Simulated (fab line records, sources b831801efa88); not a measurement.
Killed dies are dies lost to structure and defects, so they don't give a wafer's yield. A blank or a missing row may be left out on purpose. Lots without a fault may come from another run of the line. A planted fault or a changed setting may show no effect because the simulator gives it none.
Which tool did it? | flow gf180mcu | 13 lots, 37 wafers sampled, at 5 steps of a route of 602

WHAT THE GAUGES READ, wafer by wafer
GF_VT_IMPLANT_TW_MEAS_21. Usual: VT_IMPLANT_2_TW 1225, standard deviation 15.
lot  | measured     | on            | VT_IMPLANT_2_TW | flag
L605 | day 6 04:34  | film_metro-01 | 1228 1235 1235  |
L607 | day 6 17:36  | film_metro-01 | 1230 1233 1235  |
L608 | day 6 22:15  | film_metro-01 | 1234 1238 1236  |
L609 | day 7 09:43  | film_metro-04 | 1207 1205 1213  |
L610 | day 7 14:12  | film_metro-01 | 1238 1232 1232  |
L611 | day 7 20:34  | film_metro-01 | 1242 1233 1237  |
L612 | day 8 02:51  | film_metro-03 | 1206 1208 1206  |
L613 | day 8 09:02  | film_metro-03 | 1205 1204 1208  |
L614 | day 8 14:49  | film_metro-03 | 1205 1204 1202  |
L621 | day 10 12:45 | film_metro-01 | 1172 1246       |
L623 | day 10 23:33 | film_metro-01 | 1246 1164       |
L625 | day 11 12:06 | film_metro-01 | 1240 1243 1246  |
L628 | day 12 05:49 | film_metro-03 | 1203 1193 1194  |

GF_HV_LDD_TW_MEAS_38. Usual: HV_LDD_3_TW 1429, standard deviation 13.
lot  | measured     | on            | HV_LDD_3_TW    | flag
L605 | day 11 12:47 | film_metro-02 | 1440 1438 1433 |
L607 | day 12 05:28 | film_metro-03 | 1421 1420 1413 |
L608 | day 12 09:49 | film_metro-02 | 1440 1442 1437 |
L609 | day 12 21:46 | film_metro-03 | 1413 1418 1414 |
L610 | day 13 04:07 | film_metro-02 | 1439 1429 1435 |
L611 | day 13 11:47 | film_metro-03 | 1411 1415 1413 |
L612 | day 13 17:19 | film_metro-04 | 1440 1434 1447 |
L613 | day 14 08:16 | film_metro-03 | 1418 1406 1420 |
L614 | day 14 12:05 | film_metro-04 | 1434 1430 1442 |
L621 | day 16 21:47 | film_metro-02 | 1439 1443      |
L623 | day 17 12:10 | film_metro-02 | 1424 1434      |
L625 | day 18 01:40 | film_metro-04 | 1442 1443 1440 |
L628 | day 19 00:25 | film_metro-02 | 1442 1442 1445 |

GF_HV_LDD_CD_MEAS_46: target cd 400 nm. Usual: cd_nm 400.0 nm, standard deviation 2.4.
lot  | measured     | on        | cd_nm (nm)        | flag
L605 | day 12 08:21 | cd_sem-02 | 399.3 398.6 399.9 |
L607 | day 13 00:46 | cd_sem-02 | 400.1 401.8 404.1 |
L608 | day 13 05:04 | cd_sem-02 | 397.7 401.3 399.7 |
L609 | day 13 18:41 | cd_sem-02 | 404.1 405.7 407.0 |
L610 | day 14 00:58 | cd_sem-01 | 401.8 400.3 401.1 |
L611 | day 14 09:02 | cd_sem-01 | 405.5 403.3 402.8 |
L612 | day 14 14:16 | cd_sem-02 | 399.5 400.3 399.8 |
L613 | day 15 05:37 | cd_sem-01 | 398.7 396.3 398.2 |
L614 | day 15 09:06 | cd_sem-01 | 395.2 393.6 394.3 |
L621 | day 17 21:38 | cd_sem-02 | 401.2 398.3       |
L623 | day 18 11:31 | cd_sem-01 | 400.7 402.0       |
L625 | day 19 01:14 | cd_sem-02 | 400.2 398.7 398.6 |
L628 | day 20 01:02 | cd_sem-02 | 398.7 397.2 396.9 |

WHICH TOOL RAN EACH LOT (tool, then ch and the chambers of the sampled wafers, then the start)
lot  | GF_VT_IMPLANT_IMPLANT_19        | GF_HV_LDD_STRIP_22
L605 | implanter-01 ch 0, day 6 04:21  | plasma_asher-04 ch 0,1, day 10 17:33
L607 | implanter-01 ch 0, day 6 17:21  | plasma_asher-04 ch 0,1, day 11 10:43
L608 | implanter-03 ch 0, day 6 22:00  | plasma_asher-04 ch 0, day 11 13:13
L609 | implanter-03 ch 0, day 7 09:29  | plasma_asher-02 ch 0,1, day 12 01:22
L610 | implanter-02 ch 0, day 7 13:57  | plasma_asher-04 ch 0,1, day 12 08:19
L611 | implanter-03 ch 0, day 7 20:20  | plasma_asher-02 ch 0,1, day 12 15:46
L612 | implanter-02 ch 0, day 8 02:36  | plasma_asher-04 ch 0, day 12 19:55
L613 | implanter-03 ch 0, day 8 08:47  | plasma_asher-04 ch 0,1, day 13 10:49
L614 | implanter-03 ch 0, day 8 14:36  | plasma_asher-04 ch 0,1, day 13 14:09
L621 | implanter-03 ch 0, day 10 12:31 | plasma_asher-04 ch 0,1, day 15 22:19
L623 | implanter-03 ch 0, day 10 23:18 | plasma_asher-04 ch 0,1, day 16 12:40
L625 | implanter-02 ch 0, day 11 11:52 | plasma_asher-04 ch 0,1, day 17 01:58
L628 | implanter-02 ch 0, day 12 05:34 | plasma_asher-01 ch 0,1, day 17 23:10
- GF_VT_IMPLANT_IMPLANT_19
- GF_HV_LDD_STRIP_22: strips in O2/N2.

WHAT THE TOOLS THEMSELVES READ (means of the sampled wafers that have a number; where no wafer has one, the mark that the record gives instead)
GF_VT_IMPLANT_IMPLANT_19. Usual: beam_energy_keV 100.00, standard deviation 0.03; beam_on_s 10.04 s, standard deviation 0.19; dose_ions_cm2 4.35e+12, standard deviation 4.3e+09; faraday_current_uA 24.4, standard deviation 0.46.
lot  | tool         | beam_energy_keV | beam_on_s (s) | dose_ions_cm2 | faraday_current_uA | flag
L605 | implanter-01 | 100.03          | 10.07         | 4.35e+12      | 24.4               |
L607 | implanter-01 | 99.99           | 10.08         | 4.35e+12      | 24.3               |
L608 | implanter-03 | 100.00          | 10.03         | 4.35e+12      | 24.5               |
L609 | implanter-03 | 99.98           | 10.03         | 4.35e+12      | 24.5               |
L610 | implanter-02 | 99.98           | 10.01         | 4.35e+12      | 24.5               |
L611 | implanter-03 | 100.03          | 10.14         | 4.34e+12      | 24.2               |
L612 | implanter-02 | 100.03          | 10.05         | 4.35e+12      | 24.4               |
L613 | implanter-03 | 99.94           | 10.10         | 4.35e+12      | 24.3               |
L614 | implanter-03 | 99.98           | 10.16         | 4.36e+12      | 24.1               |
L621 | implanter-03 | 100.00          | 9.28          | 4.35e+12      | 26.6               | OFF
L623 | implanter-03 | 100.01          | 9.36          | 4.35e+12      | 26.4               | OFF
L625 | implanter-02 | 99.95           | 9.98          | 4.35e+12      | 24.6               |
L628 | implanter-02 | 100.03          | 10.19         | 4.35e+12      | 24.1               |

GF_HV_LDD_STRIP_22. Usual: drypump_motor_current_A 5.47 A, standard deviation 0.21; heater_power_w 328 W, standard deviation 9.6; oes_product_au 0.716 a.u., standard deviation 0.0045; strip_time_to_endpoint_s 12.623 s, standard deviation 0.028.
lot  | tool            | drypump_motor_current_A (A) | heater_power_w (W) | oes_product_au (a.u.) | strip_time_to_endpoint_s (s) | flag
L605 | plasma_asher-04 | 5.47                        | 339                | 0.714                 | 12.643                       |
L607 | plasma_asher-04 | 5.35                        | 332                | 0.717                 | 12.627                       |
L608 | plasma_asher-04 | 5.22                        | 334                | 0.714                 | 12.589                       |
L609 | plasma_asher-02 | 5.74                        | 323                | 0.713                 | 12.624                       |
L610 | plasma_asher-04 | 5.34                        | 331                | 0.711                 | 12.638                       |
L611 | plasma_asher-02 | 5.74                        | 321                | 0.716                 | 12.631                       |
L612 | plasma_asher-04 | 5.21                        | 331                | 0.715                 | 12.653                       |
L613 | plasma_asher-04 | 5.34                        | 333                | 0.715                 | 12.644                       |
L614 | plasma_asher-04 | 5.46                        | 332                | 0.715                 | 12.624                       |
L621 | plasma_asher-04 | 5.43                        | 326                | 0.714                 | 12.608                       |
L623 | plasma_asher-04 | 5.40                        | 332                | 0.716                 | 12.544                       |
L625 | plasma_asher-04 | 5.34                        | 330                | 0.718                 | 12.597                       |
L628 | plasma_asher-01 | 5.46                        | 313                | 0.720                 | 12.642                       |

THE ANSWER, worked out from the rows above alone
Rule: a lot is off if the mean of its wafers that have a number lies more than 3 standard deviations from the usual mean. A lot without any number at a reading at which 4 lots or more have one is off too. The other lots that the step has rows for count as sound. The gauges are gone through in route order, then the tools' own readings, and for those a lot's mean is taken as printed above. The first step at which some lot is off is used, and at that step the reading that is off furthest; a lot without a number counts as furthest.
Off: L621, L623, at GF_VT_IMPLANT_IMPLANT_19 (faraday_current_uA).
A tool fits if, at that step or a process step before it, it ran every lot that is off, and no sound lot after the first of them. One fits: implanter-03 at GF_VT_IMPLANT_IMPLANT_19. Its last sound lot is L614 (day 8 14:36), its first lot that is off L621 (day 10 12:31): a fault that began between those two fits.
The tool's own readings at GF_VT_IMPLANT_IMPLANT_19 bear it out: on the lots that are off they differ by more than 5 times the standard deviation of the sound lots' means. beam_on_s reads 9.32 s there against 10.08 s on the sound lots; faraday_current_uA reads 26.5 there against 24.4 on the sound lots.

WHAT THE SIMULATOR HAD PUT IN
Process parameter drift: implanter-03, from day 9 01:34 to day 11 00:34, at GF_VT_IMPLANT_IMPLANT_19. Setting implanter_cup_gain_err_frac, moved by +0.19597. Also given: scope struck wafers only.
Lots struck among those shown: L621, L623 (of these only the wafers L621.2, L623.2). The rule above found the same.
